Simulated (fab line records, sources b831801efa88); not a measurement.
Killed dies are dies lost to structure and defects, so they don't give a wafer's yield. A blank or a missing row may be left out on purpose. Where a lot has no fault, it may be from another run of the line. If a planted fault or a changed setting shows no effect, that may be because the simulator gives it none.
Chamber matching	flow sky130	SKY_VIA4_HDPCVD_00 on hdpcvd-01 has 3 sister chambers
The step deposits SiO2, target thk 1750 nm, time 291.7 s. 3 wafers are shown with their chamber, then 7 later ones without.

## WAFERS WITH THEIR CHAMBER
wafer	chamber	run length s (s)
L267.4	1	319.4
L278.2	0	319.7
L278.3	2	320.2

## WAFERS MISSING THEIR CHAMBER
wafer	run length s (s)
L278.4	320.5
L279.4	319.5
L279.5	320.6
L279.6	319.3
L280.1	320.2
L280.4	319.3
L280.6	319.7

## EACH ONE'S CHAMBER
wafer	from the rows above	in truth
L278.4	2	2
L279.4	can't be placed: 1 or 0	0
L279.5	2	2
L279.6	can't be placed: 1 or 0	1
L280.1	2	2
L280.4	can't be placed: 1 or 0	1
L280.6	can't be placed: 0 or 1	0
3 of 7 placed correctly. These rows do not allow placing 4 (true chamber among the candidates in 4). 0 placed wrongly.
How it was worked out, from the rows above alone: a wafer's distance from a chamber is the root of the sum, over the readings, of the square of ((its reading less the chamber's mean) divided by the reading's scatter). If the next closest chamber is less than 2 further off than the closest, the wafer can't be placed; otherwise it belongs to the closest. A chamber's mean is the mean of its shown wafers. The scatter: root of mean squared gap, hidden wafer to nearest shown wafer, with one shown wafer a chamber.
